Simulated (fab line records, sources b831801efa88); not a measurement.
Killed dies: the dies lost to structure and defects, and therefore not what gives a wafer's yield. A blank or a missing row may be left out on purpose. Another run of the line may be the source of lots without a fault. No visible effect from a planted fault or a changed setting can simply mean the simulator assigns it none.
fab line records	flow gf180mcu	part 1 of 2: steps 1 to 42 of 44
record lots=7	wafers=21	lastDay=34
route steps=602 shown POLY_GATE@173 HV_LDD@176 PASSIVATION@602
lots untouched by any fault: they come from a run of this same line in which no faults occurred
startH: start of the lot's first displayed wafer, in hours after the record's first day	waitH: hours from the lot's prior step to this one	" repeats the value in the row above	L1.1+2: a single row standing in for several wafers	- no value, or no start given	* or withheld: withheld	< > ~ a bound
route shown NAME@n: NAME is a module with steps in the file, n the number in the route of the first one	usual: mean and standard deviation over wafers with no fault	same: alike in all rows	chamber/n: place in a boat	sites: readings site by site	_std_site: standard deviation of those values	_edge_site: the outer-site mean with the inner-site mean subtracted	radiusMm: how far each site lies from the wafer's centre	mask NAME#n: copy n	behind: the most recent tool/chamber to have shaped the wafer	hold: what put the lot on hold/how long, in hours/how the hold closed	device: whichever transistor did not switch (one of n, p or np)	end of line: the same wafers' tests at the end of the route	where a step has no rows: the recipe by itself	killed: dies lost to structure and defects at the first sort, not the wafer's yield	map: a wafer's dies, x killed, . not, _ none there
set.NAME: the run value of the setting; set.NAME@STEP: its run value at that earlier step	model.NAME: the simulator's own value behind a step, which no gauge read
lots at some steps of the route; a table a step, a row a wafer
services: from which hour (startH, from the record's first day; less than 0 if before it) a tool's chamber was out of use, for how many hours, and why
## steps
# step GF_POLY_GATE_OXIDATION_16
# recipe tempC=850	ambient=O2	stabiliseS=600	purgeS=300	targetThkA=40	oxTimeS=899
# step GF_POLY_GATE_THK_MEAS_17
# recipe reads=SiO2_of_POLY_GATE_OXIDATION_16
# usual POLY_GATE_OXIDATION_THK=4.06/0.07
lot.wafer	tool	chamber	startH	waitH	POLY_GATE_OXIDATION_THK[nm]
L669.2	filmMetro-02	-	229.27	0.0	4.12
L669.3	"	-	"	"	4.10
L669.5	"	-	"	"	4.06
L668.2	filmMetro-02	-	232.47	0.0	4.21
L668.3	"	-	"	"	4.25
L668.4	"	-	"	"	4.18
L673.2	filmMetro-02	-	267.71	0.0	4.03
L673.4	"	-	"	"	3.98
L673.5	"	-	"	"	4.07
L674.2	filmMetro-04	-	267.86	0.0	3.91
L674.3	"	-	"	"	4.02
L674.4	"	-	"	"	3.96
L676.1	filmMetro-02	-	270.57	0.0	4.17
L676.3	"	-	"	"	3.99
L676.5	"	-	"	"	4.11
L687.1	filmMetro-01	-	360.17	0.0	4.10
L687.2	"	-	"	"	4.07
L687.4	"	-	"	"	4.16
L688.1	filmMetro-02	-	365.06	0.0	4.13
L688.2	"	-	"	"	4.16
L688.5	"	-	"	"	4.08
# step GF_POLY_GATE_CD_MEAS_18
# usual cdNm=280.2/1.8
lot.wafer	tool	chamber	startH	waitH	cdNm
L669.2	cdSem-02	-	229.34	0.1	280.9
L669.3	"	-	"	"	280.3
L669.5	"	-	"	"	278.9
L668.2	cdSem-02	-	232.55	0.1	279.1
L668.3	"	-	"	"	277.4
L668.4	"	-	"	"	276.4
L673.2	cdSem-02	-	267.79	0.1	282.8
L673.4	"	-	"	"	280.1
L673.5	"	-	"	"	279.4
L674.2	cdSem-01	-	267.94	0.1	282.7
L674.3	"	-	"	"	280.7
L674.4	"	-	"	"	282.9
L676.1	cdSem-01	-	270.63	0.1	280.0
L676.3	"	-	"	"	282.0
L676.5	"	-	"	"	280.2
L687.1	cdSem-02	-	360.23	0.1	279.4
L687.2	"	-	"	"	277.4
L687.4	"	-	"	"	280.5
L688.1	cdSem-02	-	365.12	0.1	279.0
L688.2	"	-	"	"	278.6
L688.5	"	-	"	"	278.6
# step GF_HV_LDD_DEHYDRATE_00
# recipe tempC=200	timeS=60
# step GF_HV_LDD_HMDS_01
# recipe primeTimeS=60	primeTempC=120
# step GF_HV_LDD_COAT_02
# recipe resist=NOVOLAK	spinRpm=3000	resistThkNm=1000
# step GF_HV_LDD_SOFTBAKE_03
# recipe tempC=90	timeS=60	resist=NOVOLAK
# step GF_HV_LDD_EXPOSE_04
# recipe maskId=Nplus_LV_AREA	targetCdNm=400	na=0.6	sourceShape=conventional	sigmaOuter=0.6	doseMj=140
# step GF_HV_LDD_PEB_05
# recipe tempC=withheld	timeS=*	resist=NOVOLAK
# step GF_HV_LDD_DEVELOP_06
# recipe developTimeS=60	devTempC=23
# step GF_HV_LDD_CD_MEAS_07
# recipe targetCdNm=400
# usual cdNm=401.0/2.1
lot.wafer	tool	chamber	startH	waitH	cdNm
L669.2	cdSem-02	-	248.38	0.1	401.9
L669.3	"	-	"	"	400.2
L669.5	"	-	"	"	400.6
L668.2	cdSem-01	-	250.63	0.1	399.3
L668.3	"	-	"	"	400.1
L668.4	"	-	"	"	399.3
L673.2	cdSem-02	-	287.61	0.1	398.2
L673.4	"	-	"	"	399.1
L673.5	"	-	"	"	399.4
L674.2	cdSem-02	-	287.91	0.1	402.8
L674.3	"	-	"	"	400.2
L674.4	"	-	"	"	401.4
L676.1	cdSem-02	-	290.64	0.1	399.1
L676.3	"	-	"	"	398.1
L676.5	"	-	"	"	397.9
L687.1	cdSem-01	-	383.71	0.1	401.1
L687.2	"	-	"	"	400.7
L687.4	"	-	"	"	399.5
L688.1	cdSem-01	-	388.71	0.1	400.0
L688.2	"	-	"	"	400.8
L688.5	"	-	"	"	399.3
# step GF_HV_LDD_OVL_MEAS_08
# usual HV_LDD_OVL=-0.9/1.5
lot.wafer	tool	chamber	startH	waitH	HV_LDD_OVL[nm]
L669.2	overlay-01	-	248.49	0.1	-1.2
L669.3	"	-	"	"	-1.3
L669.5	"	-	"	"	-0.6
L668.2	overlay-01	-	250.74	0.1	-1.5
L668.3	"	-	"	"	-2.5
L668.4	"	-	"	"	-0.7
L673.2	overlay-02	-	287.71	0.1	-1.2
L673.4	"	-	"	"	-1.5
L673.5	"	-	"	"	0.7
L674.2	overlay-02	-	288.01	0.1	-1.7
L674.3	"	-	"	"	-3.7
L674.4	"	-	"	"	-1.9
L676.1	overlay-02	-	290.76	0.1	1.9
L676.3	"	-	"	"	1.4
L676.5	"	-	"	"	3.0
L687.1	overlay-02	-	383.83	0.1	-0.8
L687.2	"	-	"	"	-0.2
L687.4	"	-	"	"	-0.6
L688.1	overlay-02	-	388.83	0.1	-2.7
L688.2	"	-	"	"	-3.5
L688.5	"	-	"	"	-1.0
# step GF_HV_LDD_IMPLANT_09
# recipe species=As	energyKev=40	doseCm2=1e+14	tiltDeg=7
# usual beamEnergyKeV=40.000/0.013	beamOnS=10.00/0.17
lot.wafer	tool	chamber	startH	waitH	beamEnergyKeV	beamOnS	model.implant.rpNm	model.implant.drpNm
L669.2	implanter-04	0	248.54	0.0	39.990	9.53	26.34	11.92
L669.3	"	0	"	"	39.994	9.79	26.34	11.92
L669.5	"	0	"	"	39.989	9.80	26.34	11.92
L668.2	implanter-02	0	250.79	0.0	39.999	9.96	26.75	11.92
L668.3	"	0	"	"	40.000	9.98	26.75	11.92
L668.4	"	0	"	"	40.012	10.05	26.75	11.92
L673.2	implanter-04	0	287.77	0.0	30.912	10.03	22.41	9.82
L673.4	"	0	"	"	30.893	9.91	22.41	9.82
L673.5	"	0	"	"	30.898	9.88	22.41	9.82
L674.2	implanter-04	0	288.07	0.0	30.889	9.88	21.61	9.82
L674.3	"	0	"	"	30.885	10.18	21.61	9.82
L674.4	"	0	"	"	30.897	10.01	21.61	9.82
L676.1	implanter-04	0	290.79	0.0	30.903	10.26	20.8	9.82
L676.3	"	0	"	"	30.896	9.98	20.8	9.82
L676.5	"	0	"	"	30.903	10.04	20.8	9.82
L687.1	implanter-01	0	383.86	0.0	39.994	9.95	25.53	11.92
L687.2	"	0	"	"	39.992	10.11	25.53	11.92
L687.4	"	0	"	"	40.010	10.02	25.53	11.92
L688.1	implanter-02	0	388.86	0.0	40.007	9.95	27.28	11.92
L688.2	"	0	"	"	40.012	9.97	27.28	11.92
L688.5	"	0	"	"	39.990	10.37	27.28	11.92
# step GF_HV_LDD_STRIP_10
# recipe chemistry=O2/N2	powerW=1400	pressureMtorr=1500	platenTempC=250	o2FlowSccm=3000	n2FlowSccm=300	overashFraction=0.5
# usual drypumpMotorCurrentA=5.5/0.37	heaterPowerW=350/33	oesProductAu=0.716/0.0045	stripTimeToEndpointS=12.63/0.042
lot.wafer	tool	chamber	startH	waitH	drypumpMotorCurrentA	heaterPowerW	oesProductAu	rfHoursCounterH	stripTimeToEndpointS
L669.2	plasmaAsher-04	1	248.67	0.1	5.6	401	0.716	44	12.63
L669.3	"	0	"	"	5.1	345	0.719	-	12.62
L669.5	"	1	"	"	5.6	394	0.716	-	12.65
L668.2	plasmaAsher-02	0	250.92	0.1	5.6	326	0.712	12	12.57
L668.3	"	1	"	"	5.9	326	0.712	-	12.59
L668.4	"	0	"	"	5.6	324	0.717	-	12.64
L673.2	plasmaAsher-03	1	287.89	0.1	4.8	305	0.713	66	12.59
L673.4	"	0	"	"	6.0	411	0.721	-	12.56
L673.5	"	0	"	"	6.0	416	0.716	-	12.55
L674.2	plasmaAsher-02	1	288.19	0.1	5.9	327	0.717	15	12.61
L674.3	"	0	"	"	5.6	327	0.715	-	12.58
L674.4	"	1	"	"	5.9	322	0.721	-	12.62
L676.1	plasmaAsher-03	0	290.94	0.1	6.0	414	0.718	66	12.66
L676.3	"	1	"	"	4.9	304	0.713	-	12.65
L676.5	"	1	"	"	4.9	300	0.722	-	12.68
L687.1	plasmaAsher-02	0	384.01	0.1	5.6	328	0.719	24	12.68
L687.2	"	1	"	"	5.9	331	0.712	24	12.72
L687.4	"	0	"	"	5.6	327	0.712	-	12.69
L688.1	plasmaAsher-02	1	389.01	0.1	5.9	317	0.719	25	12.62
L688.2	"	0	"	"	5.6	324	0.704	25	12.65
L688.5	"	1	"	"	5.9	323	0.717	-	12.62
# step GF_HV_LDD_TW_MEAS_11
# usual HV_LDD_TW=2424/28
lot.wafer	tool	chamber	startH	waitH	HV_LDD_TW
L669.2	filmMetro-03	-	248.78	0.1	2391
L669.3	"	-	"	"	2397
L669.5	"	-	"	"	2381
L668.2	filmMetro-01	-	251.03	0.1	2455
L668.3	"	-	"	"	2441
L668.4	"	-	"	"	2450
L673.2	filmMetro-03	-	288.00	0.1	2215
L673.4	"	-	"	"	2223
L673.5	"	-	"	"	2224
L674.2	filmMetro-04	-	288.30	0.1	2274
L674.3	"	-	"	"	2275
L674.4	"	-	"	"	2261
L676.1	filmMetro-03	-	291.04	0.1	2206
L676.3	"	-	"	"	2202
L676.5	"	-	"	"	2211
L687.1	filmMetro-03	-	384.11	0.1	2394
L687.2	"	-	"	"	2381
L687.4	"	-	"	"	2373
L688.1	filmMetro-04	-	389.11	0.1	2448
L688.2	"	-	"	"	2442
L688.5	"	-	"	"	2423
# step GF_HV_LDD_DEHYDRATE_12
# recipe tempC=200	timeS=60
# step GF_HV_LDD_HMDS_13
# recipe primeTimeS=60	primeTempC=120
# step GF_HV_LDD_COAT_14
# recipe resist=NOVOLAK	spinRpm=3000	resistThkNm=1000
# step GF_HV_LDD_SOFTBAKE_15
# recipe tempC=90	timeS=60	resist=NOVOLAK
# step GF_HV_LDD_EXPOSE_16
# recipe maskId=Pplus_LV_AREA	targetCdNm=400	na=0.6	sourceShape=conventional	sigmaOuter=0.6	doseMj=140
# step GF_HV_LDD_PEB_17
# recipe tempC=withheld	timeS=*	resist=NOVOLAK
# step GF_HV_LDD_DEVELOP_18
# recipe developTimeS=60	devTempC=23
# step GF_HV_LDD_CD_MEAS_19
# recipe targetCdNm=400
# usual cdNm=400.8/2.1
lot.wafer	tool	chamber	startH	waitH	cdNm
L669.2	cdSem-02	-	267.18	0.1	398.7
L669.3	"	-	"	"	397.4
L669.5	"	-	"	"	396.4
L668.2	cdSem-02	-	269.66	0.1	403.3
L668.3	"	-	"	"	405.0
L668.4	"	-	"	"	401.4
L673.2	cdSem-01	-	308.08	0.1	403.0
L673.4	"	-	"	"	401.8
L673.5	"	-	"	"	403.0
L674.2	cdSem-02	-	309.33	0.1	399.7
L674.3	"	-	"	"	400.3
L674.4	"	-	"	"	398.4
L676.1	cdSem-02	-	311.61	0.1	401.3
L676.3	"	-	"	"	400.9
L676.5	"	-	"	"	403.4
L687.1	cdSem-02	-	407.81	0.1	402.3
L687.2	"	-	"	"	400.7
L687.4	"	-	"	"	400.1
L688.1	cdSem-02	-	412.91	0.1	397.2
L688.2	"	-	"	"	396.8
L688.5	"	-	"	"	397.8
# step GF_HV_LDD_OVL_MEAS_20
# usual HV_LDD_01_OVL=-0.5/1.3
lot.wafer	tool	chamber	startH	waitH	HV_LDD_01_OVL[nm]
L669.2	overlay-01	-	267.29	0.1	-0.1
L669.3	"	-	"	"	-0.5
L669.5	"	-	"	"	-0.9
L668.2	overlay-01	-	269.76	0.1	-1.5
L668.3	"	-	"	"	-2.7
L668.4	"	-	"	"	-2.7
L673.2	overlay-02	-	308.18	0.1	-2.0
L673.4	"	-	"	"	-0.9
L673.5	"	-	"	"	-0.4
L674.2	overlay-02	-	309.44	0.1	0.0
L674.3	"	-	"	"	-0.5
L674.4	"	-	"	"	-1.8
L676.1	overlay-01	-	311.73	0.1	-0.5
L676.3	"	-	"	"	-0.5
L676.5	"	-	"	"	-1.0
L687.1	overlay-02	-	407.93	0.1	-0.3
L687.2	"	-	"	"	-0.7
L687.4	"	-	"	"	-2.1
L688.1	overlay-02	-	413.03	0.1	0.9
L688.2	"	-	"	"	1.8
L688.5	"	-	"	"	2.5
# step GF_HV_LDD_IMPLANT_21
# recipe species=BF2	energyKev=25	doseCm2=5e+13	tiltDeg=7
# step GF_HV_LDD_STRIP_22
# recipe chemistry=O2/N2	powerW=1400	pressureMtorr=1500	platenTempC=250	o2FlowSccm=3000	n2FlowSccm=300	overashFraction=0.5
# usual drypumpMotorCurrentA=5.5/0.4	heaterPowerW=356/35	oesProductAu=0.716/0.0042	stripTimeToEndpointS=12.63/0.036
lot.wafer	tool	chamber	startH	waitH	drypumpMotorCurrentA	heaterPowerW	oesProductAu	rfHoursCounterH	stripTimeToEndpointS
L669.2	plasmaAsher-04	1	267.47	0.1	5.6	391	0.714	46	12.65
L669.3	"	1	"	"	5.6	390	0.715	-	12.62
L669.5	"	0	"	"	5.1	354	0.715	-	12.63
L668.2	plasmaAsher-04	1	269.94	0.1	5.6	383	0.720	46	12.58
L668.3	"	0	"	"	5.1	354	0.709	-	12.59
L668.4	"	1	"	"	5.6	398	0.711	-	12.57
L673.2	plasmaAsher-03	1	308.36	0.1	4.9	301	0.718	68	12.62
L673.4	"	1	"	"	4.9	299	0.715	-	12.60
L673.5	"	1	"	"	4.9	292	0.720	-	12.60
L674.2	plasmaAsher-02	0	309.62	0.1	5.5	326	0.716	18	12.62
L674.3	"	0	"	"	5.5	325	0.717	-	12.62
L674.4	"	1	"	"	5.9	333	0.719	-	12.62
L676.1	plasmaAsher-04	1	311.91	0.1	5.6	384	0.719	50	12.61
L676.3	"	1	"	"	5.6	392	0.714	-	12.69
L676.5	"	1	"	"	5.6	391	0.718	-	12.66
L687.1	plasmaAsher-04	0	408.12	0.1	5.1	345	0.715	60	12.70
L687.2	"	1	"	"	5.7	380	0.718	60	12.69
L687.4	"	1	"	"	5.6	387	0.713	-	12.69
L688.1	plasmaAsher-03	0	413.21	0.1	5.9	393	0.717	80	12.62
L688.2	"	1	"	"	4.8	293	0.716	80	12.61
L688.5	"	1	"	"	4.8	296	0.720	-	12.59
# step GF_HV_LDD_TW_MEAS_23
# usual HV_LDD_2_TW=1059/12
lot.wafer	tool	chamber	startH	waitH	HV_LDD_2_TW
L669.2	filmMetro-01	-	267.58	0.1	1064
L669.3	"	-	"	"	1063
L669.5	"	-	"	"	1063
L668.2	filmMetro-04	-	270.05	0.1	1080
L668.3	"	-	"	"	1072
L668.4	"	-	"	"	1076
L673.2	filmMetro-04	-	308.47	0.1	1071
L673.4	"	-	"	"	1072
L673.5	"	-	"	"	1068
L674.2	filmMetro-04	-	309.73	0.1	1069
L674.3	"	-	"	"	1070
L674.4	"	-	"	"	1070
L676.1	filmMetro-01	-	312.01	0.1	1068
L676.3	"	-	"	"	1069
L676.5	"	-	"	"	1066
L687.1	filmMetro-03	-	408.22	0.1	1037
L687.2	"	-	"	"	1040
L687.4	"	-	"	"	1041
L688.1	filmMetro-01	-	413.31	0.1	1069
L688.2	"	-	"	"	1075
L688.5	"	-	"	"	1073
# step GF_HV_LDD_DEHYDRATE_24
# recipe tempC=200	timeS=60
# step GF_HV_LDD_HMDS_25
# recipe primeTimeS=60	primeTempC=120
# step GF_HV_LDD_COAT_26
# recipe resist=NOVOLAK	spinRpm=3000	resistThkNm=1000
# step GF_HV_LDD_SOFTBAKE_27
# recipe tempC=90	timeS=60	resist=NOVOLAK
# step GF_HV_LDD_EXPOSE_28
# recipe maskId=Nplus_HV_AREA	targetCdNm=400	na=0.6	sourceShape=conventional	sigmaOuter=0.6	doseMj=140
# step GF_HV_LDD_PEB_29
# recipe tempC=withheld	timeS=*	resist=NOVOLAK
# step GF_HV_LDD_DEVELOP_30
# recipe developTimeS=60	devTempC=23
# step GF_HV_LDD_CD_MEAS_31
# recipe targetCdNm=400
# usual cdNm=401.0/2.2
lot.wafer	tool	chamber	startH	waitH	cdNm
L669.2	cdSem-02	-	287.33	0.1	401.0
L669.3	"	-	"	"	403.0
L669.5	"	-	"	"	400.9
L668.2	cdSem-01	-	289.38	0.1	403.6
L668.3	"	-	"	"	403.7
L668.4	"	-	"	"	403.9
L673.2	cdSem-02	-	330.36	0.1	400.4
L673.4	"	-	"	"	402.2
L673.5	"	-	"	"	399.4
L674.2	cdSem-01	-	330.48	0.1	401.9
L674.3	"	-	"	"	403.8
L674.4	"	-	"	"	402.3
L676.1	cdSem-02	-	333.36	0.1	401.5
L676.3	"	-	"	"	401.9
L676.5	"	-	"	"	399.7
L687.1	cdSem-01	-	432.41	0.1	398.8
L687.2	"	-	"	"	399.2
L687.4	"	-	"	"	398.5
L688.1	cdSem-02	-	437.61	0.1	399.6
L688.2	"	-	"	"	400.0
L688.5	"	-	"	"	400.2
# step GF_HV_LDD_OVL_MEAS_32
# usual HV_LDD_02_OVL=-0.7/1.4
lot.wafer	tool	chamber	startH	waitH	HV_LDD_02_OVL[nm]
L669.2	overlay-01	-	287.44	0.1	-3.7
L669.3	"	-	"	"	-3.7
L669.5	"	-	"	"	-2.1
L668.2	overlay-02	-	289.49	0.1	-0.3
L668.3	"	-	"	"	-0.4
L668.4	"	-	"	"	-2.1
L673.2	overlay-01	-	330.46	0.1	-2.6
L673.4	"	-	"	"	-2.6
L673.5	"	-	"	"	-3.1
L674.2	overlay-02	-	330.58	0.1	-0.6
L674.3	"	-	"	"	-0.9
L674.4	"	-	"	"	1.3
L676.1	overlay-01	-	333.48	0.1	-1.2
L676.3	"	-	"	"	-0.3
L676.5	"	-	"	"	-0.7
L687.1	overlay-01	-	432.53	0.1	-1.7
L687.2	"	-	"	"	-2.6
L687.4	"	-	"	"	-0.9
L688.1	overlay-02	-	437.73	0.1	-0.7
L688.2	"	-	"	"	1.2
L688.5	"	-	"	"	0.4
# step GF_HV_LDD_IMPLANT_33
# recipe species=P	energyKev=60	doseCm2=7.5e+12	tiltDeg=30	rotationDeg=0
# step GF_HV_LDD_IMPLANT_34
# recipe species=P	energyKev=60	doseCm2=7.5e+12	tiltDeg=30	rotationDeg=90
# step GF_HV_LDD_IMPLANT_35
# recipe species=P	energyKev=60	doseCm2=7.5e+12	tiltDeg=30	rotationDeg=180
# step GF_HV_LDD_IMPLANT_36
# recipe species=P	energyKev=60	doseCm2=7.5e+12	tiltDeg=30	rotationDeg=270
# step GF_HV_LDD_STRIP_37
# recipe chemistry=O2/N2	powerW=1400	pressureMtorr=1500	platenTempC=250	o2FlowSccm=3000	n2FlowSccm=300	overashFraction=0.5
# usual drypumpMotorCurrentA=5.5/0.43	heaterPowerW=352/38	oesProductAu=0.715/0.0041	stripTimeToEndpointS=12.63/0.038
lot.wafer	tool	chamber	startH	waitH	drypumpMotorCurrentA	heaterPowerW	oesProductAu	rfHoursCounterH	stripTimeToEndpointS
L669.2	plasmaAsher-03	1	288.07	0.1	4.8	300	0.717	66	12.60
L669.3	"	0	"	"	5.9	394	0.724	-	12.61
L669.5	"	0	"	"	6.0	396	0.707	-	12.61
L668.2	plasmaAsher-03	0	290.12	0.1	6.0	410	0.716	66	12.54
L668.3	"	1	"	"	4.9	302	0.714	-	12.57
L668.4	"	0	"	"	6.0	405	0.725	-	12.54
L673.2	plasmaAsher-03	0	331.09	0.1	6.0	408	0.716	71	12.64
L673.4	"	0	"	"	6.0	405	0.715	-	12.63
L673.5	"	0	"	"	6.0	403	0.719	-	12.67
L674.2	plasmaAsher-04	0	331.21	0.1	5.1	354	0.720	52	12.61
L674.3	"	1	"	"	5.6	389	0.713	-	12.61
L674.4	"	0	"	"	5.1	360	0.717	-	12.60
L676.1	plasmaAsher-02	1	334.11	0.1	5.8	324	0.714	20	12.61
L676.3	"	0	"	"	5.6	326	0.717	-	12.60
L676.5	"	1	"	"	5.9	328	0.712	-	12.62
L687.1	plasmaAsher-03	1	433.16	0.1	4.8	295	0.709	83	12.60
L687.2	"	0	"	"	6.0	392	0.711	83	12.63
L687.4	"	0	"	"	6.0	409	0.713	-	12.58
L688.1	plasmaAsher-03	0	438.36	0.1	6.0	406	0.719	83	12.61
L688.2	"	1	"	"	4.9	307	0.716	83	12.64
L688.5	"	0	"	"	6.0	395	0.711	-	12.59
# step GF_HV_LDD_TW_MEAS_38
# usual HV_LDD_3_TW=1441/17
lot.wafer	tool	chamber	startH	waitH	HV_LDD_3_TW
L669.2	filmMetro-03	-	288.18	0.1	1425
L669.3	"	-	"	"	1426
L669.5	"	-	"	"	1424
L668.2	filmMetro-04	-	290.23	0.1	1460
L668.3	"	-	"	"	1451
L668.4	"	-	"	"	1455
L673.2	filmMetro-04	-	331.20	0.1	1449
L673.4	"	-	"	"	1450
L673.5	"	-	"	"	1440
L674.2	filmMetro-03	-	331.32	0.1	1416
L674.3	"	-	"	"	1418
L674.4	"	-	"	"	1418
L676.1	filmMetro-03	-	334.21	0.1	1413
L676.3	"	-	"	"	1420
L676.5	"	-	"	"	1414
L687.1	filmMetro-04	-	433.26	0.1	1457
L687.2	"	-	"	"	1457
L687.4	"	-	"	"	1455
L688.1	filmMetro-03	-	438.46	0.1	1426
L688.2	"	-	"	"	1420
L688.5	"	-	"	"	1410
## key
firstSign step=GF_HV_LDD_IMPLANT_09	reading=beamEnergyKeV	direction=down	sigmas=99+	usual=40.000	struck=30.897
effect step=GF_HV_LDD_TW_MEAS_11	reading=HV_LDD_TW	direction=down	sigmas=6.9	usual=2424	struck=2232
effect step=GF_HV_LDD_RS_MEAS_53	reading=HV_LDD_RS	direction=up	sigmas=5.7	usual=417.6	struck=423.4
modelEffect step=GF_HV_LDD_IMPLANT_09	value=implant.rpNm	without=26.44	struck=21.61
modelEffect step=GF_PASSIVATION_PROBE_99	value=etest.nldd_3p3.lineOhmUm	without=2295	struck=2509
metAt GF_HV_LDD_IMPLANT_09
struckWafers L673.2,L673.4,L673.5,L674.2,L674.3,L674.4,L676.1,L676.3,L676.5
testerLeftOut L673,L674,L676
fault kind=processParameterDrift	tool=implanter-04	chamber=-	onsetH=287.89	steps=GF_HV_LDD_IMPLANT_09	channel=energyKev	offset=-9.1059	shape=step	endH=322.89	actsIn=theseRecipesOnly	stated=40
# testerLeftOut: of these lots the tester's yield and bins aren't shown, on N5 and GAA mostly nor the transistor test; their killed dies are dies lost to structure and defects alone, not to doping, threshold or leakage, so they don't give the yield
